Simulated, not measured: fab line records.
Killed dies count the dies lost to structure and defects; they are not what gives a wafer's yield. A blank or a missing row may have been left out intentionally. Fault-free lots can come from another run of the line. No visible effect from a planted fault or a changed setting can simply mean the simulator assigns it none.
Chamber matching | flow gf180mcu | GF_V4_CMP_26 on cmp-01 has 4 sister chambers
The step polishes, stops on SiO2, t overpolish 15 s, target thk 0 nm. 8 wafers are shown with their chamber, then 9 later ones without.

== EACH WAFER AND ITS CHAMBER ==
wafer  | chamber | motor current A (A) | time to endpoint s (s)
L848.1 | 3       | 13.2                | 77
L857.2 | 3       | 12.8                | 83
L859.5 | 1       | 10.1                | 83
L860.5 | 1       | 9.5                 | 87
L860.6 | 0       | 9.9                 | 83
L861.1 | 0       | 10.3                | 84
L861.2 | 2       | 12.1                | 83
L861.6 | 2       | 10.8                | 86

== WAFERS WITH NO CHAMBER GIVEN ==
wafer  | motor current A (A) | time to endpoint s (s)
L862.1 | 10.5                | 86
L862.3 | 10.0                | 83
L862.4 | 12.7                | 84
L865.1 | 10.1                | 87
L865.2 | 11.8                | 81
L865.6 | 10.2                | 87
L866.2 | 12.1                | 83
L866.3 | 9.6                 | 83
L866.4 | 12.1                | 78

== EACH ONE'S CHAMBER ==
wafer  | from the rows above          | in truth
L862.1 | can't be placed: 0 or 1 or 2 | 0
L862.3 | can't be placed: 0 or 1      | 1
L862.4 | can't be placed: 3 or 2      | 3
L865.1 | can't be placed: 1 or 0 or 2 | 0
L865.2 | can't be placed: 2 or 3 or 0 | 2
L865.6 | can't be placed: 1 or 0 or 2 | 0
L866.2 | can't be placed: 2 or 3      | 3
L866.3 | can't be placed: 1 or 0      | 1
L866.4 | can't be placed: 3 or 2      | 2
Placed correctly: 0 of 9. These rows do not allow placing 9 (true chamber among the candidates in 9). Wrongly placed: 0.
How it was worked out, from the rows above alone: a wafer's distance from a chamber is the root of the sum, over the readings, of the square of ((its reading less the chamber's mean) divided by the reading's scatter). If the next closest chamber is less than 2 further off than the closest, the wafer can't be placed; otherwise it belongs to the closest. The mean given for a chamber averages the wafers shown for that chamber. The scatter: the root of (the sum of the squares of (reading less its chamber's mean) over the shown wafers, divided by (wafers less chambers)).
